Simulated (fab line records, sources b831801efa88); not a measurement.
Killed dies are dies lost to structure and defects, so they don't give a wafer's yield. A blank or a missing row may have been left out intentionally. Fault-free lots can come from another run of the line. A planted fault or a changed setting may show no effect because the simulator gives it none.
What tool caused it? -- flow gf180mcu -- 7 lots, 21 wafers sampled, at 2 steps of a route of 602

== WHAT THE GAUGES SHOWED, per wafer ==
GF_DNWELL_TW_MEAS_09.
lot,measured,on,DNWELL_TW
L737,day 3 00:11,film metro-04,1363 1353 1358
L739,day 3 13:32,film metro-02,1325 1331 1329
L744,day 4 14:03,film metro-02,1341 1339 1338
L747,day 5 04:53,film metro-04,1349 1351 1351
L751,day 6 02:23,film metro-04,1577 1579 1580
L756,day 7 04:19,film metro-02,1554 1551 1546
L758,day 7 14:35,film metro-02,1340 1331 1342

== WHICH TOOL RAN EACH LOT (tool, then ch and the chambers of the sampled wafers, then the start) ==
lot,GF_DNWELL_IMPLANT_07
L737,"implanter-04 ch 0, day 2 23:58"
L739,"implanter-04 ch 0, day 3 13:17"
L744,"implanter-02 ch 0, day 4 13:50"
L747,"implanter-02 ch 0, day 5 04:40"
L751,"implanter-04 ch 0, day 6 02:08"
L756,"implanter-04 ch 0, day 7 04:04"
L758,"implanter-03 ch 0, day 7 14:22"
- GF_DNWELL_IMPLANT_07

== THE ANSWER, worked out from the rows above alone ==
Rule: the lots themselves supply what counts as usual. The widest of any qualifying gaps counts: lots, ordered by their means at a reading, are off when they make up no more than a third of the lots, leave a main group of 4 or more, and stand apart from it by 3 or more times the standard deviation of that group's means. The tables above print the reading to a certain number of digits; a main group whose means all agree to those digits is not used. A lot without any number at a reading at which 4 lots or more have one is off too. The other lots that the step has rows for count as sound.
Off: L751, L756, seen at GF_DNWELL_TW_MEAS_09 (DNWELL_TW). The main group: mean 1343, standard deviation 10.
If a tool, at a process step before that reading, ran all the lots that are off and no sound lot after the first of them, it fits. Gauges at GF_DNWELL_TW_MEAS_09: tried the same way as those tools. One candidate fits, namely implanter-04 at GF_DNWELL_IMPLANT_07. Its last sound lot is L739 (day 3 13:17), its first lot that is off L751 (day 6 02:08): a fault that began between those two fits.

== WHAT THE SIMULATOR HAD INSERTED ==
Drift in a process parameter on implanter-04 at GF_DNWELL_IMPLANT_07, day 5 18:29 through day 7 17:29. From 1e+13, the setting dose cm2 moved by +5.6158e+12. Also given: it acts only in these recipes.
Struck lots among those shown: L751, L756. The same result came from the rule above.
